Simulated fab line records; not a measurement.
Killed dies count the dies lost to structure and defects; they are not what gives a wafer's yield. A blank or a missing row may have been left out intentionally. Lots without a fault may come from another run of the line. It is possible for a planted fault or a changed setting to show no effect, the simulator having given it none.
Comparing a struck lot with a sound one    flow sky130    43 out of 708 route steps
Sound: wafers L569.1, L569.5, L569.6. Wafers struck: L572.3, L572.4, L572.6. At the end, the cause is stated.
At each step with rows: each side's tool, then ch and its chambers, then its first start. Under that, the readings that differ: sound wafers    struck wafers    difference of the means    sigmas: that difference in standard deviations of wafers without a fault.
alike: a reading whose means differ by less than 2 such deviations, as well as words and numbers matching on both sides. not compared: withheld readings; readings where some wafer has no value; bounds like >300 that might hide an equal value; numbers whose values overlap and for which the record gives no deviation.
Wherever a step has rows on one side only, a row that says differs or no value, or a row with sigmas, the two part there. When numbers do not overlap yet have no deviation, they are printed without sigmas and do not part them. A reading that every wafer of one side lacks parts them only if that side has two wafers or more.

first, 8 steps without rows for these wafers: SKY_POLY_GATE_DEHYDRATE_05 (time 60 s); SKY_POLY_GATE_HMDS_06 (prime time 60 s); SKY_POLY_GATE_COAT_07 (resist thk 110 nm); SKY_POLY_GATE_COAT_08 (resist thk 450 nm); SKY_POLY_GATE_SOFTBAKE_09 (time 90 s); SKY_POLY_GATE_EXPOSE_10 (exposes mask P1M, target cd 150 nm); SKY_POLY_GATE_PEB_11; SKY_POLY_GATE_DEVELOP_12 (develop time 60 s).
SKY_POLY_GATE_CD_MEAS_13: target cd 150 nm.
  sound on cd-sem-02, day 18 13:08; struck on cd-sem-01, day 20 02:29
  alike: cd-nm
SKY_POLY_GATE_OVL_MEAS_14:
  sound on overlay-02, day 18 13:15; struck on overlay-01, day 20 02:35
  alike: POLY_GATE_OVL
SKY_POLY_GATE_ETCH_15: etches BARC in N2/H2, stops on SiO2, time 118.5 s, target depth 110 nm.
  sound on rie-diel-03 ch 0,1,3, day 18 13:17; struck on rie-diel-03 ch 1,2, day 20 02:37
  alike: drypump-motor-current-A, oes-product-au, throttle-valve-pct
  not compared: rf-hours-counter-h
SKY_POLY_GATE_ETCH_16: etches Si3N4 in CH3F/O2, stops on poly-Si, time 147.5 s, target depth 75 nm.
  sound on rie-diel-03 ch 0,1,3, day 18 13:22; struck on rie-diel-03 ch 1,2, day 20 02:41
  alike: drypump-motor-current-A, oes-product-au, throttle-valve-pct
  not compared: rf-hours-counter-h
SKY_POLY_GATE_ETCH_17: etches poly-Si in HBr/Cl2, stops on SiO2, target depth 180 nm, time 70.5 s.
  sound on rie-si-01 ch 0,1,3, day 18 13:28; struck on rie-si-01 ch 1,2, day 20 02:47
  alike: drypump-motor-current-A, he-backside-leak-sccm, oes-product-au, throttle-valve-pct
  not compared: rf-hours-counter-h
SKY_POLY_GATE_STRIP_18: strips in O2/N2.
  sound on plasma-asher-03 ch 0,1, day 18 13:31; struck on plasma-asher-02 ch 0,1, day 20 02:53
  alike: drypump-motor-current-A, o2-flow-sccm, oes-product-au, strip-time-to-endpoint-s
  not compared: rf-hours-counter-h
then, 2 steps without rows for these wafers: SKY_POLY_GATE_CLEAN_19 (cleans in SC1/SC2, time 150 s); SKY_POLY_GATE_OXIDATION_20 (stabilise 600 s, purge 300 s, target thk 4 nm).
SKY_POLY_GATE_THK_MEAS_21:
  sound on film-metro-02, day 18 15:56; struck on film-metro-04, day 20 05:03
  alike: POLY_GATE_OXIDATION_THK
SKY_POLY_GATE_CD_MEAS_22:
  sound on cd-sem-01, day 18 16:00; struck on cd-sem-01, day 20 05:09
  alike: cd-nm
then, 7 steps without rows for these wafers: SKY_LDD_N_DEHYDRATE_00 (time 60 s); SKY_LDD_N_HMDS_01 (prime time 60 s); SKY_LDD_N_COAT_02 (resist thk 300 nm); SKY_LDD_N_SOFTBAKE_03 (time 60 s); SKY_LDD_N_EXPOSE_04 (exposes mask NTM, target cd 840 nm); SKY_LDD_N_PEB_05; SKY_LDD_N_DEVELOP_06 (develop time 60 s).
SKY_LDD_N_OVL_MEAS_07:
  sound on overlay-01, day 19 23:18; struck on overlay-02, day 21 11:34
  alike: LDD_N_OVL
then, 8 steps without rows for these wafers: SKY_LDD_N_IMPLANT_08; SKY_LDD_N_IMPLANT_09; SKY_LDD_N_IMPLANT_10; SKY_LDD_N_IMPLANT_11; SKY_LDD_N_IMPLANT_12; SKY_LDD_N_IMPLANT_13; SKY_LDD_N_IMPLANT_14; SKY_LDD_N_IMPLANT_15.
SKY_LDD_N_STRIP_16: strips in O2/N2.
  sound on plasma-asher-04 ch 0,1, day 20 00:32; struck on plasma-asher-01 ch 0,1, day 21 12:49
  alike: drypump-motor-current-A, o2-flow-sccm, oes-product-au, strip-time-to-endpoint-s
  not compared: rf-hours-counter-h
SKY_LDD_N_TW_MEAS_17:
  sound on film-metro-01, day 20 00:38; struck on film-metro-01, day 21 12:55
  alike: LDD_N_TW
then, 6 steps without rows for these wafers: SKY_LDD_P_DEHYDRATE_00 (time 60 s); SKY_LDD_P_HMDS_01 (prime time 60 s); SKY_LDD_P_COAT_02 (resist thk 1140 nm); SKY_LDD_P_SOFTBAKE_03 (time 60 s); SKY_LDD_P_EXPOSE_04 (exposes mask PSDM, target cd 380 nm); SKY_LDD_P_PEB_05.
-- the record jumps here: 27 days lie between the struck wafers' starts before and after (it left off in module LDD_P and takes up again in module PAD_OPEN, whose first step shown is number 708 of the route) --
SKY_PAD_OPEN_PROBE_99:
  record: rows for the struck wafers here (prober-02, day 48 07:47), none for the sound ones

## WHERE THEY PART
Only at SKY_PAD_OPEN_PROBE_99, as far as this record shows.

WHY: what had been put in by the simulator
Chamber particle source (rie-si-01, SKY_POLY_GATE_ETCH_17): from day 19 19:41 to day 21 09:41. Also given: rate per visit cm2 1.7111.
